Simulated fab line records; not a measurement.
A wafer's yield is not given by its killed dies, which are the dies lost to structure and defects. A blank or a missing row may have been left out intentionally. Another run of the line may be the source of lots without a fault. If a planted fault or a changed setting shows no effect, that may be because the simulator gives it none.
Matching of chambers + flow sky130 + 4 sister chambers for SKY_METAL3_ETCH_17 on rieDiel-03
The step etches SiO2 in C4F8/O2/Ar, stops on TiN, time 3.9 s, target depth 15 nm. 8 wafers are shown with their chamber, then 7 later ones without.

== WAFERS WITH THEIR CHAMBER ==
| wafer  | chamber | oesProductAu (a.u.) |
|--------|---------|---------------------|
| L074.6 | 3       | 0.769               |
| L082.2 | 2       | 0.753               |
| L082.6 | 1       | 0.758               |
| L083.1 | 3       | 0.758               |
| L083.5 | 1       | 0.759               |
| L083.6 | 0       | 0.765               |
| L086.1 | 2       | 0.750               |
| L086.2 | 0       | 0.749               |

== WAFERS WHOSE CHAMBER IS MISSING ==
| wafer  | oesProductAu (a.u.) |
|--------|---------------------|
| L086.6 | 0.752               |
| L088.2 | 0.754               |
| L088.3 | 0.753               |
| L088.5 | 0.748               |
| L091.4 | 0.744               |
| L091.5 | 0.754               |
| L091.6 | 0.754               |

== EACH ONE'S CHAMBER ==
| wafer  | from the rows above               | in truth |
|--------|-----------------------------------|----------|
| L086.6 | can't be placed: 2 or 0 or 1 or 3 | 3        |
| L088.2 | can't be placed: 2 or 0 or 1 or 3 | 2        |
| L088.3 | can't be placed: 2 or 0 or 1 or 3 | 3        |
| L088.5 | can't be placed: 2 or 0 or 1 or 3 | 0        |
| L091.4 | can't be placed: 2 or 0 or 1 or 3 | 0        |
| L091.5 | can't be placed: 2 or 0 or 1 or 3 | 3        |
| L091.6 | can't be placed: 2 or 0 or 1 or 3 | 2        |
0 of 7 placed correctly. Cannot be placed on the basis of these rows: 7; the candidates contain the true chamber in 7. 0 placed wrongly.
How it was worked out, from the rows above alone: a wafer's distance from a chamber is the root of the sum, over the readings, of the square of ((its reading less the chamber's mean) divided by the reading's scatter). If the next closest chamber is less than 2 further off than the closest, the wafer can't be placed; otherwise it belongs to the closest. The mean given for a chamber averages the wafers shown for that chamber. How the scatter is found: for the shown wafers, subtract from each reading the mean of its chamber, square and add these, divide the total by (wafers less chambers), then take the root.
